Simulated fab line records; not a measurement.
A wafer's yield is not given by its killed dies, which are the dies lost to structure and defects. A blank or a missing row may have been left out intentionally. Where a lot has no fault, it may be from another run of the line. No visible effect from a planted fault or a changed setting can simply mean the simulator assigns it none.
Matching of chambers + flow sky130 + SKY_CONTACT_CMP_04 on cmp-01: 4 sister chambers
The step polishes SiO2. 16 wafers are shown with their chamber, then 8 later ones without.

## WAFERS, EACH WITH ITS CHAMBER
| wafer  | chamber | motorCurrentA (A) | timeToEndpointS (s) |
|--------|---------|-------------------|---------------------|
| L660.2 | 1       | 13.8              | 82                  |
| L660.3 | 0       | 11.7              | 85                  |
| L660.6 | 1       | 13.4              | 82                  |
| L665.1 | 1       | 13.3              | 79                  |
| L665.2 | 2       | 10.9              | 82                  |
| L665.5 | 3       | 12.0              | 82                  |
| L673.2 | 0       | 11.2              | 90                  |
| L673.3 | 1       | 13.5              | 85                  |
| L673.6 | 3       | 12.7              | 84                  |
| L674.2 | 2       | 10.7              | 84                  |
| L674.3 | 0       | 11.1              | 86                  |
| L674.5 | 3       | 12.1              | 84                  |
| L675.1 | 1       | 13.7              | 84                  |
| L675.2 | 2       | 10.6              | 91                  |
| L675.4 | 0       | 11.8              | 86                  |
| L677.1 | 2       | 11.1              | 81                  |

SIGNATURES, as means of the wafers listed above
| reading         | chamber 0 | chamber 1 | chamber 2 | chamber 3 | scatter within a chamber |
|-----------------|-----------|-----------|-----------|-----------|--------------------------|
| motorCurrentA   | 11.450    | 13.540    | 10.825    | 12.267    | 0.285                    |
| timeToEndpointS | 86.75     | 82.40     | 84.50     | 83.33     | 2.88                     |
Rule: for each reading, subtract the chamber's mean from the wafer's reading, divide by that reading's scatter and square the result; add these up over the readings and take the root, which gives the wafer's distance from the chamber. If the next closest chamber is less than 2 further off than the closest, the wafer can't be placed; otherwise it belongs to the closest. The scatter is the square root of a quotient: the sum, over the shown wafers, of each reading's squared deviation from its chamber's mean, divided by wafers minus chambers.

## WAFERS WITH NO CHAMBER GIVEN
| wafer  | motorCurrentA (A) | timeToEndpointS (s) |
|--------|-------------------|---------------------|
| L677.2 | 13.8              | 77                  |
| L677.6 | 13.2              | 80                  |
| L678.3 | 11.8              | 85                  |
| L678.4 | 13.9              | 85                  |
| L678.5 | 11.9              | 86                  |
| L681.2 | 10.8              | 81                  |
| L681.5 | 11.3              | 82                  |
| L681.6 | 13.2              | 77                  |

## CHAMBER TAKEN BY EACH
| wafer  | from the rows above          | in truth |
|--------|------------------------------|----------|
| L677.2 | 1                            | 1        |
| L677.6 | 1                            | 1        |
| L678.3 | can't be placed: 0 or 3      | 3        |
| L678.4 | 1                            | 1        |
| L678.5 | can't be placed: 3 or 0      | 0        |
| L681.2 | can't be placed: 2 or 0      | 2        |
| L681.5 | can't be placed: 0 or 2 or 3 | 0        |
| L681.6 | can't be placed: 1 or 3      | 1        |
Correct placement for 3 of the 8. These rows do not allow placing 5 (true chamber among the candidates in 5). Number placed wrongly: 0.
